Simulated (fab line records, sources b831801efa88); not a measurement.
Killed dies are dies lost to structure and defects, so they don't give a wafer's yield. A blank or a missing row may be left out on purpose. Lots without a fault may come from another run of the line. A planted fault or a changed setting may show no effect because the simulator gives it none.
A struck lot beside a sound one | flow sky130 | 19 steps out of a route of 708
Sound: wafers L766.1, L766.2, L766.3. Struck: wafer L776.6. (L776.1, L776.2 of the same lot were not struck and are left out.) The cause comes at the end.
At each step with rows: each side's tool, then ch and its chambers, then its first start. Under that, the readings that differ: sound wafers | struck wafers | difference of the means | sigmas: that difference in standard deviations of wafers without a fault.
alike: readings whose means differ by less than 2 such deviations, and words and numbers that are the same on both sides. not compared: withheld readings, readings that some wafer has no value for, bounds like >300 that may hide the same value, and numbers for which the record gives no deviation and whose values overlap.
The two part at a step that has a row with sigmas, a row that says differs or no value, or rows on one side only. Numbers that don't overlap but have no deviation are shown without sigmas and don't part them. A reading that every wafer of one side lacks parts them only if that side has two wafers or more.

first, 1 step without rows for these wafers: SKY_CONTACT_ETCH_18 (etches Si3N4 in CHF3/O2, stops on TiN, time 39 s, target depth 75 nm).
SKY_CONTACT_STRIP_19: strips in O2/N2.
  sound on plasma_asher-01 ch 0,1, day 35 03:06; struck on plasma_asher-04 ch 1, day 37 20:14
  alike: chamber_pressure_mTorr, drypump_motor_current_A, oes_product_au, strip_time_to_endpoint_s
  not compared: rf_hours_counter_h
then, 3 steps without rows for these wafers: SKY_CONTACT_STRIP_20 (strips in post etch residue remover, time 1200 s); SKY_CONTACT_CLEAN_21 (cleans in IPA, time 180 s); SKY_CONTACT_CLEAN_22 (cleans in O3/DIW).
SKY_CONTACT_SPUTTER_23: material TiN, target thk 20 nm, time 80 s.
  sound on pvd_sputter-03, day 35 03:44; struck on pvd_sputter-03, day 37 20:52
  alike: cathode_dc_power_W, throttle_valve_pct
then, 1 step without rows for these wafers: SKY_CONTACT_CVD_24 (deposits W, target thk 340 nm, time 102.12 s).
SKY_CONTACT_RS_MEAS_25: measures by four-point-probe.
  sound on film_metro-03, day 35 03:54; struck on film_metro-02, day 37 21:02
  alike: CONTACT_W_RS
SKY_CONTACT_THK_MEAS_26: measures by xrf.
  sound on film_metro-03, day 35 04:01; struck on film_metro-02, day 37 21:10
  alike: CONTACT_W_THK
then, 2 steps without rows for these wafers: SKY_CONTACT_CMP_27 (polishes, stops on SiO2, t overpolish 15 s, target thk 0 nm); SKY_METAL1_SPUTTER_00 (material Ti, target thk 15 nm, time 10 s).
SKY_METAL1_SPUTTER_01: material TiN, target thk 20 nm, time 16.7 s.
  sound on pvd_sputter-01, day 35 04:24; struck on pvd_sputter-01, day 37 21:32
  alike: cathode_dc_power_W, throttle_valve_pct
SKY_METAL1_SPUTTER_02: material AlCu, target thk 250 nm, time 13.3 s.
  sound on pvd_sputter-01, day 35 04:26; struck on pvd_sputter-01, day 37 21:34
  reading                                     | sound             | struck | difference | sigmas
  cathode_dc_power_W (W)                      | 10599 10599 10599 | 12143  | +1544      | +99 or more
  model.AlCu_of_METAL1_SPUTTER_02.thk_nm (nm) | 249.3 248 247.4   | 284    | +36        |
  alike: throttle_valve_pct
SKY_METAL1_SPUTTER_03: material Ti, target thk 5 nm, time 3.3 s.
  sound on pvd_sputter-01, day 35 04:27; struck on pvd_sputter-01, day 37 21:35
  alike: cathode_dc_power_W, throttle_valve_pct
SKY_METAL1_SPUTTER_04: material TiN, target thk 70 nm, time 58.3 s.
  sound on pvd_sputter-01, day 35 04:28; struck on pvd_sputter-01, day 37 21:37
  alike: cathode_dc_power_W, throttle_valve_pct
SKY_METAL1_RS_MEAS_05: measures by four-point-probe.
  sound on film_metro-03, day 35 04:31; struck on film_metro-03, day 37 21:40
  reading                 | sound                | struck | difference | sigmas
  METAL1_ALCU_RS (ohm/sq) | 0.1272 0.1280 0.1283 | 0.1113 | -0.0165    | -13
SKY_METAL1_THK_MEAS_06: measures by xrf.
  sound on film_metro-03, day 35 04:38; struck on film_metro-03, day 37 21:47
  reading              | sound       | struck | difference | sigmas
  METAL1_ALCU_THK (nm) | 254 249 252 | 290    | +38        | +13
then, 1 step without rows for these wafers: SKY_METAL1_DEHYDRATE_07 (time 60 s).
-- the record jumps here: 12 days lie between the struck wafers' starts before and after (it left off in module METAL1 and takes up again in module PAD_OPEN, whose first step shown is number 708 of the route) --
SKY_PAD_OPEN_PROBE_99:
  sound on prober-02, day 48 10:32; struck on prober-02, day 50 07:14
  reading                      | sound                | struck | difference | sigmas
  killed_on_rim                | 10 10 27             | 24     | +8         | +2
  model.etest.met1.line_ohm_um | 0.9338 0.9324 0.9826 | 0.8023 | -0.1473    |
  model.etest.met1.rs_ohm_sq   | 0.129 0.1285 0.1301  | 0.1125 | -0.0167    |
  alike: defect_limited_yield, killed_at_M0_to_M3, killed_at_M4_up, killed_at_contacts, killed_at_front_end, killed_at_other, killed_dies, killed_open, killed_short, sort_bin_3_pad_short, sort_bin_5_function, sort_bin_6_memory, sort_n_pass, sort_yield_pct

WHERE THEY PART
First at SKY_METAL1_SPUTTER_02; last, within this record, at SKY_PAD_OPEN_PROBE_99.

WHY: what the simulator had put in
Process parameter drift: pvd_sputter-01, from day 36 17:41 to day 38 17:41, at SKY_METAL1_SPUTTER_02. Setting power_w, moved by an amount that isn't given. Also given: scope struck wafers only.
